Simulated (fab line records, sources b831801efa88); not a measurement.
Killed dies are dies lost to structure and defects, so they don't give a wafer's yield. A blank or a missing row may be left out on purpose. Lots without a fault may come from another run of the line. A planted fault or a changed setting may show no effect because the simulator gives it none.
fab line records | flow sky130
record lots=12 wafers=34 last_day=50
route steps=708 shown GATE_OXIDE@201 RES_PROTECT@215 CONTACT@408 CAPM@551
lots that met no fault: from a run of the same line without faults
start_h: hours from the record's first day to the start of the lot's first wafer shown | wait_h: hours since the lot's step before | " the same as in the row above | L1.1+2: a row that stands for several wafers | - no value, or no start given | * or withheld: withheld | < > ~ a bound
route shown NAME@n: a module of which the file shows steps, and the number in the route of the first | usual: mean/standard deviation of fault-free wafers | same: alike in all rows | chamber/n: place in a boat | sites: the reading at each site | _std_site: their standard deviation | _edge_site: outer sites' mean less inner sites' | radius_mm: how far each site lies from the wafer's centre | mask NAME#n: copy n | behind: the tool/chamber that last shaped the wafer | hold: why the lot was held/for how many hours/how that ended | device: the transistor (n, p or np) that didn't switch | end of line: the same wafers' tests at the end of the route | a step without rows: its recipe alone | killed: dies lost to structure and defects at the first sort, not the wafer's yield | map: a wafer's dies, x killed, . not, _ none there
set.NAME: the setting as run; set.NAME@STEP: as run at that earlier step | model.NAME: the simulator's own value behind a step, which no gauge read
steps of the route over a sample of lots; a table a step, a row a wafer
services: from which hour (start_h, from the record's first day; less than 0 if before it) a tool's chamber was out of use, for how many hours, and why
## steps
# step SKY_GATE_OXIDE_TW_MEAS_14
# usual GATE_OXIDE_TW=224.9/1.1
# columns lot.wafer tool chamber start_h wait_h GATE_OXIDE_TW
L903.1 film_metro-02 - 311.92 0.1 225.1
L903.2 " - " " 225.4
L903.5 " - " " 225.3
L904.2 film_metro-02 - 317.19 0.1 224.0
L904.3 " - " " 223.8
L904.5 " - " " 224.2
L907.1 film_metro-02 - 346.53 0.1 225.2
L907.2 " - " " 225.7
L907.5 " - " " 226.4
L908.2 film_metro-03 - 348.11 0.1 224.4
L908.5 " - " " 223.8
L908.6 " - " " 223.4
L909.1 film_metro-02 - 356.55 0.1 226.1
L909.2 " - " " 226.4
L909.3 " - " " 225.6
L916.1 film_metro-01 - 426.31 0.1 226.8
L916.3 " - " " 225.5
L918.1 film_metro-01 - 439.32 0.1 225.2
L918.5 " - " " 226.5
L922.1 film_metro-02 - 471.67 0.1 224.8
L922.3 " - " " 224.1
L922.6 " - " " 223.9
L923.2 film_metro-01 - 485.20 0.1 225.8
L923.4 " - " " 227.0
L923.6 " - " " 225.6
L924.1 film_metro-02 - 508.21 0.1 224.4
L924.3 " - " " 224.4
L924.6 " - " " 224.9
L926.1 film_metro-01 - 509.26 0.1 225.0
L926.4 " - " " 224.3
L926.5 " - " " 226.0
L925.1 film_metro-02 - 510.71 0.1 225.8
L925.2 " - " " 225.4
L925.4 " - " " 225.4
# step SKY_RES_PROTECT_TW_MEAS_08
# usual POLY_GATE_TW=4017/31
# columns lot.wafer tool chamber start_h wait_h POLY_GATE_TW
L903.1 film_metro-03 - 341.78 0.1 4026
L903.2 " - " " 4034
L903.5 " - " " 4053
L904.2 film_metro-02 - 348.23 0.1 4063
L904.3 " - " " 4047
L904.5 " - " " 4048
L907.1 film_metro-03 - 378.67 0.1 4004
L907.2 " - " " 4032
L907.5 " - " " 4001
L908.2 film_metro-04 - 379.62 0.1 3991
L908.5 " - " " 3975
L908.6 " - " " 3998
L909.1 film_metro-03 - 390.41 0.1 4038
L909.2 " - " " 4042
L909.3 " - " " 4029
L916.1 film_metro-02 - 461.76 0.1 4038
L916.3 " - " " 4046
L918.1 film_metro-04 - 473.56 0.1 3996
L918.5 " - " " 4002
L922.1 film_metro-02 - 505.33 0.1 4070
L922.3 " - " " 4069
L922.6 " - " " 4052
L923.2 film_metro-04 - 518.19 0.1 4002
L923.4 " - " " 3977
L923.6 " - " " 3987
L924.1 film_metro-02 - 541.66 0.1 4039
L924.3 " - " " 4028
L924.6 " - " " 4010
L926.1 film_metro-03 - 542.56 0.1 4021
L926.4 " - " " 4023
L926.5 " - " " 4023
L925.1 film_metro-03 - 543.31 0.1 4024
L925.2 " - " " 4015
L925.4 " - " " 3994
# step SKY_CONTACT_HDPCVD_02
# recipe material=SiO2 target_thk_nm=565 sigma_open_frac=0.3 time_s=94.2 temp_c=600 sih4_flow_sccm=60 pressure_mtorr=6
# usual run_length_s=122.1/0.5
# columns lot.wafer tool chamber start_h wait_h run_length_s
L903.1 hdpcvd-01 2 706.27 0.1 121.4
L903.2 " 0 " " 122.7
L903.5 " 0 " " 122.3
L904.2 hdpcvd-02 0 715.16 0.0 121.1
L904.3 " 1 " " 122.4
L904.5 " 1 " " 122.0
L907.1 hdpcvd-01 1 744.88 0.1 121.9
L907.2 " 2 " " 122.0
L907.5 " 1 " " 122.0
L908.2 hdpcvd-01 2 746.71 0.0 121.5
L908.5 " 2 " " 121.8
L908.6 " 0 " " 121.9
L909.1 hdpcvd-01 0 752.62 0.1 121.9
L909.2 " 2 " " 121.5
L909.3 " 1 " " 122.1
L916.1 hdpcvd-02 2 816.09 0.1 114.7
L916.3 " 2 " " 115.2
L918.1 hdpcvd-02 2 828.03 0.1 114.7
L918.5 " 2 " " 123.1
L922.1 hdpcvd-01 0 854.97 0.1 122.0
L922.3 " 2 " " 121.9
L922.6 " 1 " " 122.1
L923.2 hdpcvd-01 1 863.44 0.0 121.7
L923.4 " 1 " " 122.4
L923.6 " 0 " " 121.9
L926.1 hdpcvd-01 2 883.46 0.1 122.3
L926.4 " 2 " " 121.7
L926.5 " 1 " " 122.0
L924.1 hdpcvd-02 0 887.61 0.1 121.1
L924.3 " 1 " " 122.5
L924.6 " 2 " " 122.9
L925.1 hdpcvd-01 2 887.79 0.1 121.6
L925.2 " 0 " " 121.9
L925.4 " 2 " " 122.1
# step SKY_CONTACT_THK_MEAS_03
# recipe reads=SiO2_of_CONTACT_HDPCVD_02
# usual CONTACT_HDPCVD_THK=561/5.2
# columns lot.wafer tool chamber start_h wait_h CONTACT_HDPCVD_THK[nm]
L903.1 film_metro-04 - 706.34 0.0 567
L903.2 " - " " 570
L903.5 " - " " 569
L904.2 film_metro-01 - 715.24 0.0 564
L904.3 " - " " 563
L904.5 " - " " 559
L907.1 film_metro-04 - 744.95 0.0 562
L907.2 " - " " 571
L907.5 " - " " 557
L908.2 film_metro-01 - 746.78 0.0 560
L908.5 " - " " 565
L908.6 " - " " 560
L909.1 film_metro-01 - 752.69 0.0 567
L909.2 " - " " 562
L909.3 " - " " 554
L916.1 film_metro-04 - 816.19 0.1 515
L916.3 " - " " 517
L918.1 film_metro-04 - 828.13 0.1 515
L918.5 " - " " 559
L922.1 film_metro-04 - 855.04 0.0 555
L922.3 " - " " 558
L922.6 " - " " 547
L923.2 film_metro-04 - 863.52 0.0 562
L923.4 " - " " 559
L923.6 " - " " 561
L926.1 film_metro-01 - 883.53 0.0 560
L926.4 " - " " 562
L926.5 " - " " 553
L924.1 film_metro-01 - 887.68 0.0 570
L924.3 " - " " 571
L924.6 " - " " 567
L925.1 film_metro-04 - 887.86 0.0 555
L925.2 " - " " 560
L925.4 " - " " 556
# step SKY_CONTACT_CMP_04
# recipe material=SiO2 down_force_psi=4 platen_rpm=60 pad_velocity_m_s=0.94248
# usual edge_zone_pressure_frac=0.999/0.0049 motor_current_A=12.3/1.1 time_to_endpoint_s=82/4.3
# columns lot.wafer tool chamber start_h wait_h edge_zone_pressure_frac motor_current_A time_to_endpoint_s
L903.1 cmp-01 3 706.40 0.1 0.992 12.4 83
L903.2 " 1 " " 1.006 12.1 81
L903.5 " 0 " " 1.001 12.3 81
L904.2 cmp-02 2 715.34 0.1 0.999 10.8 90
L904.3 " 0 " " 0.996 11.9 82
L904.5 " 2 " " 1.009 11.1 84
L907.1 cmp-01 0 745.16 0.2 0.999 12.1 83
L907.2 " 3 " " 0.990 11.5 92
L907.5 " 0 " " 1.007 11.5 84
L908.2 cmp-01 3 747.09 0.3 0.997 12.2 88
L908.5 " 2 " " 0.996 12.5 89
L908.6 " 3 " " 0.996 12.0 87
L909.3 cmp-02 1 752.75 0.0 1.002 14.6 76
L909.1 " 2 " " 1.000 11.9 90
L909.2 " 3 " " 1.008 11.1 83
L916.1 cmp-02 1 816.30 0.1 0.996 14.2 59
L916.3 " 2 " " 0.997 11.2 65
L918.1 cmp-02 1 828.29 0.1 0.994 14.1 59
L918.5 " 3 " " 1.005 11.0 81
L922.1 cmp-02 3 855.10 0.1 0.999 10.8 80
L922.3 " 0 " " 0.997 12.3 76
L922.6 " 0 " " 1.000 13.3 72
L923.2 cmp-01 1 863.67 0.1 0.995 11.6 79
L923.4 " 2 " " 0.993 12.4 82
L923.6 " 0 " " 0.995 11.9 82
L926.4 cmp-02 2 883.69 0.1 1.006 11.6 85
L926.1 " 3 " " 0.998 11.1 82
L926.5 " 0 " " 0.993 11.5 74
L924.1 cmp-02 0 887.84 0.1 1.000 12.1 86
L924.3 " 1 " " 1.013 14.3 85
L924.6 " 2 " " 0.996 11.7 88
L925.2 cmp-01 2 887.93 0.1 1.005 12.6 84
L925.4 " 3 " " 1.003 12.2 82
L925.1 " 0 " " 0.997 11.9 80
# step SKY_CAPM_STRIP_14
# recipe chemistry=O2/N2 power_w=1400 pressure_mtorr=1500 platen_temp_c=withheld o2_flow_sccm=3000 n2_flow_sccm=300 overash_fraction=0.5
# usual drypump_motor_current_A=5.4/0.46 oes_product_au=0.710/0.0043 strip_time_to_endpoint_s=12.66/0.045
# columns lot.wafer tool chamber start_h wait_h drypump_motor_current_A oes_product_au rf_hours_counter_h strip_time_to_endpoint_s
L903.1 plasma_asher-03 0 875.88 0.1 5.3 0.708 71 12.68
L903.2 " 1 " " 4.9 0.709 71 12.64
L903.5 " 0 " " 5.3 0.711 - 12.67
L904.2 plasma_asher-01 0 883.11 0.1 5.1 0.706 14 12.61
L904.3 " 0 " " 5.1 0.719 - 12.59
L904.5 " 0 " " 5.1 0.718 - 12.58
L907.1 plasma_asher-01 1 910.62 0.1 5.4 0.709 17 12.65
L907.2 " 0 " " 5.1 0.710 17 12.65
L907.5 " 0 " " 5.1 0.713 - 12.65
L908.2 plasma_asher-04 1 912.87 0.1 6.2 0.706 49 12.65
L908.5 " 0 " " 5.8 0.708 - 12.72
L908.6 " 1 " " 6.2 0.714 - 12.65
L909.1 plasma_asher-04 0 920.23 0.1 5.9 0.707 50 12.66
L909.2 " 1 " " 6.2 0.705 50 12.66
L909.3 " 1 " " 6.2 0.709 - 12.72
L916.1 plasma_asher-04 1 974.98 0.1 6.2 0.709 56 12.64
L916.3 " 1 " " 6.3 0.707 - 12.64
L918.1 plasma_asher-04 0 988.78 0.1 5.9 0.710 57 12.66
L918.5 " 1 " " 6.3 0.703 - 12.60
L922.1 plasma_asher-03 1 1013.03 0.1 4.8 0.711 85 12.55
L922.3 " 1 " " 4.8 0.709 - 12.59
L922.6 " 1 " " 4.9 0.703 - 12.57
L923.2 plasma_asher-01 1 1019.73 0.1 5.4 0.711 28 12.64
L923.4 " 0 " " 5.1 0.707 - 12.62
L923.6 " 0 " " 5.1 0.715 - 12.63
L926.1 plasma_asher-01 1 1037.92 0.1 5.4 0.711 30 12.66
L926.4 " 0 " " 5.1 0.716 - 12.64
L926.5 " 0 " " 5.1 0.711 - 12.64
L924.1 plasma_asher-04 1 1041.03 0.1 6.3 0.722 62 12.69
L924.3 " 0 " " 5.9 0.705 - 12.62
L924.6 " 1 " " 6.2 0.713 - 12.69
L925.1 plasma_asher-03 0 1041.33 0.1 5.3 0.702 87 12.72
L925.2 " 1 " " 4.9 0.701 87 12.75
L925.4 " 1 " " 4.9 0.710 - 12.71
## services
# columns tool chamber start_h hours kind
hdpcvd-01 0 689.20 4.0 repair
cmp-02 - 701.62 5.2 repair
cmp-01 - 716.51 2.1 repair
cmp-01 - 720.04 0.2 repair
cmp-01 - 722.58 5.3 pm
hdpcvd-01 1 727.54 4.3 repair
cmp-02 - 744.14 4.0 pm
cmp-01 - 762.99 31.6 pm
hdpcvd-01 1 764.83 16.7 repair
cmp-02 - 794.59 6.5 pm
cmp-01 - 797.93 1.4 repair
cmp-01 - 803.40 0.2 repair
hdpcvd-01 - 805.18 0.7 repair
cmp-01 - 827.74 20.7 repair
hdpcvd-01 2 870.17 2.7 repair
cmp-01 - 900.88 0.4 repair
cmp-02 - 909.04 2.0 repair
cmp-01 - 912.00 4.0 pm
cmp-02 - 936.36 2.5 repair
hdpcvd-01 - 950.25 15.0 pm
cmp-02 - 963.30 0.8 repair
cmp-02 - 990.35 3.3 repair
cmp-02 - 993.98 5.1 pm
hdpcvd-01 - 1035.29 1.3 repair
## key
first_sign step=SKY_CONTACT_HDPCVD_02 reading=run_length_s direction=down sigmas=14 usual=* struck=*
effect step=SKY_CONTACT_THK_MEAS_03 reading=CONTACT_HDPCVD_THK direction=down sigmas=8.8 usual=561 struck=515
effect step=SKY_CONTACT_CMP_04 reading=time_to_endpoint_s direction=down sigmas=4.9 usual=* struck=*
met_at SKY_CONTACT_HDPCVD_02
struck_lots L916,L918
struck_wafers L916.1,L916.3,L918.1
tester_left_out L916,L918
not_acting_at SKY_GATE_OXIDE_TW_MEAS_14,SKY_RES_PROTECT_TW_MEAS_08,SKY_CAPM_STRIP_14
onset_between 715.16 816.09
fault kind=process_parameter_drift tool=hdpcvd-02 chamber=- onset_h=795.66 steps=SKY_CONTACT_HDPCVD_02 channel=time_s offset=* shape=step end_h=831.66 scope=struck_wafers_only acts_in=* stated=*
# tester_left_out: of these lots the tester's yield and bins aren't shown, on N5 and GAA mostly nor the transistor test; their killed dies are dies lost to structure and defects alone, not to doping, threshold or leakage, so they don't give the yield
